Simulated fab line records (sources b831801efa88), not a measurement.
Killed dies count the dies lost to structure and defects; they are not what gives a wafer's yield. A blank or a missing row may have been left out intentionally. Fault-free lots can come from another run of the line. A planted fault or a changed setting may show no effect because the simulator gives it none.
The tool behind it: which one? :: flow gf180mcu :: 14 lots with 42 wafers sampled at 2 steps, on a route of 602 steps

WHAT THE GAUGES READ, wafer by wafer
GF_POLY_GATE_THK_MEAS_01.
lot: L666
measured: day 9 02:53
on: film metro-03
POLY_GATE_CVD_00_THK (nm): 198.1 200.1 200.2

lot: L667
measured: day 9 02:52
on: film metro-04
POLY_GATE_CVD_00_THK (nm): 196.4 196.1 195.4

lot: L668
measured: day 9 09:20
on: film metro-03
POLY_GATE_CVD_00_THK (nm): 194.7 195.7 196.6

lot: L671
measured: day 10 14:01
on: film metro-02
POLY_GATE_CVD_00_THK (nm): 198.0 196.8 195.9

lot: L676
measured: day 11 16:39
on: film metro-02
POLY_GATE_CVD_00_THK (nm): 198.7 198.8 198.8

lot: L677
measured: day 11 19:57
on: film metro-04
POLY_GATE_CVD_00_THK (nm): 198.4 198.1 198.7

lot: L678
measured: day 12 03:32
on: film metro-04
POLY_GATE_CVD_00_THK (nm): 198.0 199.2 199.9

lot: L679
measured: day 12 12:05
on: film metro-03
POLY_GATE_CVD_00_THK (nm): 199.0 197.8 197.4

lot: L681
measured: day 13 01:18
on: film metro-03
POLY_GATE_CVD_00_THK (nm): 200.4 200.0 199.3

lot: L682
measured: day 13 11:07
on: film metro-03
POLY_GATE_CVD_00_THK (nm): 198.7 199.5 195.6

lot: L683
measured: day 13 14:10
on: film metro-04
POLY_GATE_CVD_00_THK (nm): 204.0 204.1 206.1

lot: L686
measured: day 14 12:24
on: film metro-03
POLY_GATE_CVD_00_THK (nm): 199.8 199.6 201.5

lot: L687
measured: day 14 18:37
on: film metro-03
POLY_GATE_CVD_00_THK (nm): 202.2 201.5 200.2

lot: L688
measured: day 14 23:17
on: film metro-03
POLY_GATE_CVD_00_THK (nm): 199.8 198.9 197.2

TOOL THAT RAN EACH LOT (tool first, then ch and the chambers of the sampled wafers, then the start)
lot: L666
GF_VT_IMPLANT_IMPLANT_30: implanter-03 ch 0, day 7 03:10

lot: L667
GF_VT_IMPLANT_IMPLANT_30: implanter-04 ch 0, day 7 08:09

lot: L668
GF_VT_IMPLANT_IMPLANT_30: implanter-03 ch 0, day 7 16:17

lot: L671
GF_VT_IMPLANT_IMPLANT_30: implanter-04 ch 0, day 8 20:26

lot: L676
GF_VT_IMPLANT_IMPLANT_30: implanter-03 ch 0, day 9 21:46

lot: L677
GF_VT_IMPLANT_IMPLANT_30: implanter-03 ch 0, day 9 23:02

lot: L678
GF_VT_IMPLANT_IMPLANT_30: implanter-02 ch 0, day 10 07:29

lot: L679
GF_VT_IMPLANT_IMPLANT_30: implanter-02 ch 0, day 10 15:59

lot: L681
GF_VT_IMPLANT_IMPLANT_30: implanter-04 ch 0, day 11 03:22

lot: L682
GF_VT_IMPLANT_IMPLANT_30: implanter-02 ch 0, day 11 11:55

lot: L683
GF_VT_IMPLANT_IMPLANT_30: implanter-04 ch 0, day 11 16:26

lot: L686
GF_VT_IMPLANT_IMPLANT_30: implanter-02 ch 0, day 12 11:32

lot: L687
GF_VT_IMPLANT_IMPLANT_30: implanter-03 ch 0, day 12 19:20

lot: L688
GF_VT_IMPLANT_IMPLANT_30: implanter-04 ch 0, day 12 22:49
- GF_VT_IMPLANT_IMPLANT_30

WHAT THE TOOLS THEMSELVES READ (means of the sampled wafers that have a number; where no wafer has one, the mark that the record gives instead)
GF_VT_IMPLANT_IMPLANT_30.
lot: L666
tool: implanter-03
tilt deg (degrees): 7.002

lot: L667
tool: implanter-04
tilt deg (degrees): 7.014

lot: L668
tool: implanter-03
tilt deg (degrees): 7.006

lot: L671
tool: implanter-04
tilt deg (degrees): 7.004

lot: L676
tool: implanter-03
tilt deg (degrees): 6.302

lot: L677
tool: implanter-03
tilt deg (degrees): 6.318

lot: L678
tool: implanter-02
tilt deg (degrees): 7.014

lot: L679
tool: implanter-02
tilt deg (degrees): 6.998

lot: L681
tool: implanter-04
tilt deg (degrees): 6.995

lot: L682
tool: implanter-02
tilt deg (degrees): 6.996

lot: L683
tool: implanter-04
tilt deg (degrees): 6.987

lot: L686
tool: implanter-02
tilt deg (degrees): 6.990

lot: L687
tool: implanter-03
tilt deg (degrees): 7.017

lot: L688
tool: implanter-04
tilt deg (degrees): 7.005

THE ANSWER, worked out from the rows above alone
Rule: usual is defined by the lots themselves. Put in order of their means at a reading, lots are off if they are a third of the lots or fewer, leave a main group of 4 or more, and stand apart from it by a gap of 3 or more times the standard deviation of the main group's means; of several such gaps the widest counts. The tables above print the reading to a certain number of digits; a main group whose means all agree to those digits is not used. A lot without any number at a reading at which 4 lots or more have one is off too. All remaining lots with rows at the step are treated as sound. Order of review: gauges by route order, followed by the tools' own readings, for which a lot's mean as printed above is used. The first step at which some lot is off is used, and at that step the reading that is off furthest; a lot without a number counts as furthest.
Off: L676, L677, at GF_VT_IMPLANT_IMPLANT_30 (tilt deg). The main group: mean 7.002 degrees, standard deviation 0.0092.
A tool fits if, at that step or a process step before it, it ran every lot that is off, and no sound lot after the first of them. Not one of the candidates tried fits.

WHAT WAS PUT IN BY THE SIMULATOR
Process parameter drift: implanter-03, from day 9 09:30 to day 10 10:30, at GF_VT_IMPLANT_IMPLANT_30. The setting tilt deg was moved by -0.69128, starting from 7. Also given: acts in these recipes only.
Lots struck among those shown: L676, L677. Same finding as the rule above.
